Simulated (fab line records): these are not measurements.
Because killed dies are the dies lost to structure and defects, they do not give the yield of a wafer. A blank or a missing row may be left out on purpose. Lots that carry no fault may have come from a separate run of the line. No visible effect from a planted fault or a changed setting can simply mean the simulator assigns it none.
Which tool is to blame?	flow gf180mcu	13 lots with 37 wafers sampled at 7 steps, on a route of 602 steps

== WHAT THE GAUGES SHOWED, per wafer ==
GF_HV_LDD_TW_MEAS_38. Usual: HV_LDD_3_TW 1435, standard deviation 9.7.
lot	measured	on	HV_LDD_3_TW	flag
L784	day 11 21:49	filmMetro-02	1436 1437 1435	
L786	day 12 12:06	filmMetro-02	1441 1433 1430	
L788	day 13 05:23	filmMetro-03	1431 1423 1431	
L789	day 13 18:58	filmMetro-02	1441 1445 1431	
L791	day 14 14:50	filmMetro-02	1434 1427 1437	
L790	day 14 15:08	filmMetro-04	1457 1452 1454	
L796	day 16 07:03	filmMetro-02	1426 1428	
L797	day 16 15:25	filmMetro-02	1419 1415	
L799	day 17 06:49	filmMetro-04	1447 1440 1441	
L801	day 17 11:08	filmMetro-02	1431 1436 1430	
L803	day 18 06:24	filmMetro-03	1441 1433 1427	
L804	day 18 13:34	filmMetro-02	1433 1431 1433	
L805	day 19 02:20	filmMetro-04	1453 1456 1459	

GF_HV_LDD_CD_MEAS_46: the cd target is 400 nm. Usual: 399.9 nm for cdNm, sd 2.5.
lot	measured	on	cdNm (nm)	flag
L784	day 12 15:49	cdSem-02	398.7 401.5 400.9	
L786	day 13 06:15	cdSem-01	404.0 401.2 404.4	
L788	day 14 01:59	cdSem-01	396.2 396.3 395.7	
L789	day 14 14:58	cdSem-02	399.1 395.5 398.4	
L791	day 15 12:10	cdSem-01	397.7 397.7 398.7	
L790	day 15 12:28	cdSem-02	398.8 401.6 400.2	
L796	day 17 05:25	cdSem-02	401.9 -	
L797	day 17 14:49	cdSem-01	399.8 -	
L799	day 18 05:51	cdSem-01	398.6 - 401.1	
L801	day 18 10:22	cdSem-01	397.9 396.5 396.2	
L803	day 19 06:19	cdSem-01	399.8 399.3 398.4	
L804	day 19 13:35	cdSem-02	399.7 399.6 400.5	
L805	day 20 03:08	cdSem-01	400.9 400.2 399.6	

GF_HV_LDD_OVL_MEAS_47. Usual: HV_LDD_03_OVL -0.3 nm, standard deviation 1.2.
lot	measured	on	HV_LDD_03_OVL (nm)	flag
L784	day 12 15:56	overlay-01	0.6 -0.1 0.3	
L786	day 13 06:22	overlay-02	0.5 0.5 -1.0	
L788	day 14 02:06	overlay-01	0.5 -0.7 1.2	
L789	day 14 15:04	overlay-01	-0.6 -0.7 -0.7	
L791	day 15 12:17	overlay-02	-0.4 0.8 0.4	
L790	day 15 12:35	overlay-02	-1.7 -0.5 -1.5	
L796	day 17 05:31	overlay-01	0.5 -	
L797	day 17 14:55	overlay-01	-3.5 -	
L799	day 18 05:57	overlay-02	-0.6 - -1.0	
L801	day 18 10:26	overlay-02	-2.0 -0.2 -0.4	
L803	day 19 06:26	overlay-02	2.1 2.5 0.2	
L804	day 19 13:41	overlay-01	0.3 1.3 0.6	
L805	day 20 03:14	overlay-02	-0.6 -0.7 0.0	

GF_HV_LDD_TW_MEAS_50. Usual: HV_LDD_4_TW 569, standard deviation 3.9.
lot	measured	on	HV_LDD_4_TW	flag
L784	day 12 16:13	filmMetro-03	567 569 564	
L786	day 13 06:39	filmMetro-02	569 567 568	
L788	day 14 02:31	filmMetro-02	570 567 567	
L789	day 14 15:21	filmMetro-02	569 567 569	
L791	day 15 12:34	filmMetro-02	573 573 576	
L790	day 15 12:52	filmMetro-03	565 566 564	
L796	day 17 05:48	filmMetro-02	564 30	OFF
L797	day 17 15:12	filmMetro-04	573 30	OFF
L799	day 18 06:14	filmMetro-04	575 30 571	OFF
L801	day 18 10:44	filmMetro-02	571 566 571	
L803	day 19 06:43	filmMetro-03	563 562 563	
L804	day 19 13:58	filmMetro-03	565 564 562	
L805	day 20 03:31	filmMetro-04	575 574 572	

GF_NSD_TW_MEAS_12. Usual: NSD_TW 4273, standard deviation 24.
lot	measured	on	NSD_TW	flag
L784	day 13 17:07	filmMetro-02	4245 4253 4226	
L786	day 14 06:30	filmMetro-04	4278 4278 4314	
L788	day 15 03:21	filmMetro-04	4270 4276 4268	
L789	day 15 15:56	filmMetro-04	4233 4243 4240	
L791	day 16 13:33	filmMetro-04	4268 4244 4258	
L790	day 16 13:40	filmMetro-01	4280 4286 4266	
L796	day 18 08:59	filmMetro-04	4284	
L797	day 18 17:46	filmMetro-01	4297	
L799	day 19 09:43	filmMetro-04	4307 4272	
L801	day 19 15:26	filmMetro-02	4242 4217 4239	
L803	day 20 10:06	filmMetro-04	4298 4299 4298	
L804	day 20 17:58	filmMetro-04	4271 4275 4254	
L805	day 21 06:58	filmMetro-01	4314 4335 4296	

== EACH LOT AND THE TOOL THAT RAN IT (in order: tool; ch and the chambers of the sampled wafers; start) ==
lot	GF_HV_LDD_DEVELOP_45	GF_HV_LDD_STRIP_49
L784	lithoTrack-04 ch 0, day 12 15:37	plasmaAsher-03 ch 0, day 12 16:07
L786	lithoTrack-04 ch 0, day 13 06:06	plasmaAsher-04 ch 0,1, day 13 06:33
L788	lithoTrack-02 ch 0, day 14 01:50	plasmaAsher-03 ch 0,1, day 14 02:17
L789	lithoTrack-02 ch 0, day 14 14:50	plasmaAsher-04 ch 0,1, day 14 15:16
L791	lithoTrack-01 ch 0, day 15 12:01	plasmaAsher-04 ch 0,1, day 15 12:28
L790	lithoTrack-01 ch 0, day 15 12:19	plasmaAsher-01 ch 0,1, day 15 12:46
L796	lithoTrack-02 ch 0, day 17 05:17	plasmaAsher-04 ch 0,1, day 17 05:43
L797	lithoTrack-02 ch 0, day 17 14:41	plasmaAsher-04 ch 0,1, day 17 15:07
L799	lithoTrack-02 ch 0, day 18 05:42	plasmaAsher-03 ch 0,1, day 18 06:08
L801	lithoTrack-04 ch 0, day 18 10:13	plasmaAsher-04 ch 0,1, day 18 10:38
L803	lithoTrack-01 ch 0, day 19 06:10	plasmaAsher-04 ch 0,1, day 19 06:37
L804	lithoTrack-01 ch 0, day 19 13:26	plasmaAsher-01 ch 0,1, day 19 13:52
L805	lithoTrack-04 ch 0, day 20 02:59	plasmaAsher-01 ch 0,1, day 20 03:26
- GF_HV_LDD_DEVELOP_45: develop time 60 s.
- GF_HV_LDD_STRIP_49: strips in O2/N2.

== AS READ BY THE TOOLS THEMSELVES (means over the sampled wafers that have a number; for cases with no such wafer, the mark the record gives instead) ==
GF_HV_LDD_DEVELOP_45. Usual: 23.02 C for developerTempC, sd 0.096.
lot	tool	developerTempC (C)	flag
L784	lithoTrack-04	22.97	
L786	lithoTrack-04	22.98	
L788	lithoTrack-02	22.91	
L789	lithoTrack-02	22.98	
L791	lithoTrack-01	23.02	
L790	lithoTrack-01	23.01	
L796	lithoTrack-02	23.20	
L797	lithoTrack-02	23.09	
L799	lithoTrack-02	22.92	
L801	lithoTrack-04	22.94	
L803	lithoTrack-01	23.01	
L804	lithoTrack-01	23.16	
L805	lithoTrack-04	23.08	

GF_HV_LDD_STRIP_49. Usual: drypumpMotorCurrentA 5.44 A, standard deviation 0.26; heaterPowerW 310 W, standard deviation 31; oesProductAu 0.717 a.u., standard deviation 0.0045; stripTimeToEndpointS 12.62 s, standard deviation 0.031.
lot	tool	drypumpMotorCurrentA (A)	heaterPowerW (W)	oesProductAu (a.u.)	stripTimeToEndpointS (s)	flag
L784	plasmaAsher-03	5.03	311	0.714	12.63	
L786	plasmaAsher-04	5.46	302	0.712	12.63	
L788	plasmaAsher-03	5.39	351	0.715	12.59	
L789	plasmaAsher-04	5.48	303	0.719	12.62	
L791	plasmaAsher-04	5.48	302	0.719	12.56	
L790	plasmaAsher-01	5.39	290	0.715	12.66	
L796	plasmaAsher-04	5.56	297	0.720	12.64	
L797	plasmaAsher-04	5.54	304	0.722	12.57	
L799	plasmaAsher-03	5.38	349	0.717	12.61	
L801	plasmaAsher-04	5.61	286	0.721	12.58	
L803	plasmaAsher-04	5.64	279	0.719	12.61	
L804	plasmaAsher-01	5.40	285	0.718	12.64	
L805	plasmaAsher-01	5.40	291	0.717	12.60	

== THE ANSWER, worked out from the rows above alone ==
Rule: a lot counts as off when the mean over its wafers that have a number is more than 3 standard deviations away from the usual mean. A lot without any number at a reading at which 4 lots or more have one is off too. All remaining lots with rows at the step are treated as sound. Order of review: gauges by route order, followed by the tools' own readings, for which a lot's mean as printed above is used. At the first step where some lot is off, the reading lying furthest off is the one used; lots without a number count as furthest.
Off: at GF_HV_LDD_TW_MEAS_50 (HV_LDD_4_TW), L796, L797, L799.
A tool fits if, at a process step before that reading, it ran every lot that is off, and no sound lot after the first of them. Those tools and the gauges at GF_HV_LDD_TW_MEAS_50 are tried in the same way. One fits: GF_HV_LDD_DEVELOP_45 on lithoTrack-02. A fault onset in the window from L789 (day 14 14:50, its last sound lot) to L796 (day 17 05:17, its first lot off) fits.

== WHAT HAD BEEN PUT IN BY THE SIMULATOR ==
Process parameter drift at GF_HV_LDD_DEVELOP_45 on lithoTrack-02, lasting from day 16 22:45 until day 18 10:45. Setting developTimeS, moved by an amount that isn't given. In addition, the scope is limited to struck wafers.
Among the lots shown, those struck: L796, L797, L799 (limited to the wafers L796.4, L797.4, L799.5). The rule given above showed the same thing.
